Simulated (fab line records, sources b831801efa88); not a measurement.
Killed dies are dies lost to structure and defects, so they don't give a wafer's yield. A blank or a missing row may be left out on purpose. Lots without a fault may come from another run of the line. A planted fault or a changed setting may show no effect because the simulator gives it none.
Which tool did it? | flow gf180mcu | 12 lots, 36 wafers sampled, at 4 steps of a route of 602

WHAT THE GAUGES READ, wafer by wafer
GF_HV_LDD_THK_MEAS_57.
lot  | measured     | on            | HV_LDD_CVD_56_THK (nm)
L885 | day 12 11:16 | film_metro-02 | 88.8 88.9 88.5
L887 | day 13 11:14 | film_metro-02 | 90.4 90.9 90.1
L888 | day 13 19:02 | film_metro-04 | 90.8 90.8 91.2
L889 | day 14 03:51 | film_metro-01 | 88.9 89.0 88.7
L892 | day 15 09:54 | film_metro-01 | 89.5 89.8 89.4
L893 | day 15 14:23 | film_metro-04 | 89.3 90.1 89.6
L894 | day 15 20:48 | film_metro-01 | 90.0 89.4 90.7
L895 | day 16 04:59 | film_metro-01 | 90.9 90.8 90.5
L896 | day 16 11:03 | film_metro-04 | 89.2 88.9 89.4
L897 | day 16 18:25 | film_metro-02 | 90.6 90.3 89.5
L901 | day 18 06:46 | film_metro-04 | 97.9 97.2 96.7
L908 | day 20 15:40 | film_metro-04 | 89.5 90.2 90.2

GF_V1_THK_MEAS_03.
lot  | measured     | on            | V1_CVD_02_THK (nm)
L885 | day 17 03:31 | film_metro-01 | 865 851 876
L887 | day 18 06:06 | film_metro-04 | 865 874 871
L888 | day 18 16:59 | film_metro-04 | 833 848 851
L889 | day 19 01:40 | film_metro-01 | 852 857 866
L892 | day 20 12:20 | film_metro-03 | 855 857 862
L893 | day 20 15:53 | film_metro-04 | 854 864 850
L894 | day 20 22:25 | film_metro-03 | 857 871 858
L895 | day 21 06:38 | film_metro-03 | 833 844 858
L896 | day 21 14:18 | film_metro-03 | 861 863 876
L897 | day 21 21:55 | film_metro-04 | 859 863 863
L901 | day 23 11:52 | film_metro-03 | 830 840 848
L908 | day 25 21:16 | film_metro-04 | 835 858 855

WHICH TOOL RAN EACH LOT (tool, then ch and the chambers of the sampled wafers, then the start)
lot  | GF_HV_LDD_CVD_56            | GF_HV_LDD_ETCHBACK_58
L885 | lpcvd-02 ch 0, day 12 09:50 | rie_diel-01 ch 1,2,3, day 12 11:19
L887 | lpcvd-01 ch 1, day 13 09:47 | rie_diel-03 ch 0,2, day 13 11:17
L888 | lpcvd-01 ch 0, day 13 17:36 | rie_diel-01 ch 0,1,3, day 13 19:05
L889 | lpcvd-01 ch 1, day 14 02:25 | rie_diel-01 ch 0,1,2, day 14 03:55
L892 | lpcvd-02 ch 0, day 15 08:28 | rie_diel-03 ch 0,1,2, day 15 09:58
L893 | lpcvd-02 ch 0, day 15 12:56 | rie_diel-03 ch 0,1, day 15 14:25
L894 | lpcvd-02 ch 0, day 15 19:21 | rie_diel-02 ch 1,3, day 15 20:50
L895 | lpcvd-02 ch 0, day 16 03:34 | rie_diel-02 ch 0,2,3, day 16 05:03
L896 | lpcvd-02 ch 0, day 16 09:36 | rie_diel-02 ch 0,1, day 16 11:05
L897 | lpcvd-02 ch 0, day 16 16:59 | rie_diel-01 ch 2,3, day 16 18:29
L901 | lpcvd-02 ch 0, day 18 05:20 | rie_diel-01 ch 0,2,3, day 18 06:50
L908 | lpcvd-02 ch 1, day 20 14:13 | rie_diel-03 ch 1,2,3, day 20 15:43
- GF_HV_LDD_CVD_56: deposits Si3N4 from DCS/NH3, target thk 90 nm, time 1543 s.
- GF_HV_LDD_ETCHBACK_58: etches Si3N4 in CH3F/O2, stops on SiO2, time 100 s, target depth 90 nm.

WHAT THE TOOLS THEMSELVES READ (means of the sampled wafers that have a number; where no wafer has one, the mark that the record gives instead)
GF_HV_LDD_ETCHBACK_58.
lot  | tool        | O2_flow_sccm (sccm) | drypump_motor_current_A (A) | oes_product_au (a.u.) | rf_fwd_power_W (W) | throttle_valve_pct (%)
L885 | rie_diel-01 | 29.98               | 5.9                         | 0.838                 | 399.2              | 10.561
L887 | rie_diel-03 | 29.96               | 6.1                         | 0.842                 | 397.1              | 10.564
L888 | rie_diel-01 | 30.04               | 5.8                         | 0.847                 | 398.4              | 10.570
L889 | rie_diel-01 | 30.10               | 5.6                         | 0.836                 | 399.2              | 10.557
L892 | rie_diel-03 | 30.03               | 6.0                         | 0.844                 | 397.6              | 10.565
L893 | rie_diel-03 | 29.99               | 5.8                         | 0.840                 | 398.6              | 10.553
L894 | rie_diel-02 | 29.92               | 5.9                         | 0.843                 | 398.6              | 10.570
L895 | rie_diel-02 | 30.01               | 5.8                         | 0.841                 | 397.3              | 10.564
L896 | rie_diel-02 | 30.03               | 5.6                         | 0.838                 | 398.3              | 10.564
L897 | rie_diel-01 | 30.01               | 5.6                         | 0.847                 | 399.3              | 10.563
L901 | rie_diel-01 | 30.04               | 5.3                         | 0.877                 | 397.7              | 10.573
L908 | rie_diel-03 | 30.12               | 6.1                         | 0.845                 | 397.6              | 10.551

THE ANSWER, worked out from the rows above alone
Rule: what is usual is taken from the lots themselves. Put in order of their means at a reading, lots are off if they are a third of the lots or fewer, leave a main group of 4 or more, and stand apart from it by a gap of 3 or more times the standard deviation of the main group's means; of several such gaps the widest counts. A main group whose means are all the same, to the digits that the tables above print for the reading, isn't used. A lot without any number at a reading at which 4 lots or more have one is off too. The other lots that the step has rows for count as sound. The gauges are gone through in route order, then the tools' own readings, and for those a lot's mean is taken as printed above. The first step at which some lot is off is used, and at that step the reading that is off furthest; a lot without a number counts as furthest.
Off: L901, at GF_HV_LDD_THK_MEAS_57 (HV_LDD_CVD_56_THK). The main group: mean 89.8 nm, standard deviation 0.69.
A tool fits if, at a process step before that reading, it ran every lot that is off, and no sound lot after the first of them. The gauges at GF_HV_LDD_THK_MEAS_57 aren't tried: what is off there is off at GF_HV_LDD_ETCHBACK_58 too, on other tools, and a gauge's error can't cause that. None of those tried fits.

WHAT THE SIMULATOR HAD PUT IN
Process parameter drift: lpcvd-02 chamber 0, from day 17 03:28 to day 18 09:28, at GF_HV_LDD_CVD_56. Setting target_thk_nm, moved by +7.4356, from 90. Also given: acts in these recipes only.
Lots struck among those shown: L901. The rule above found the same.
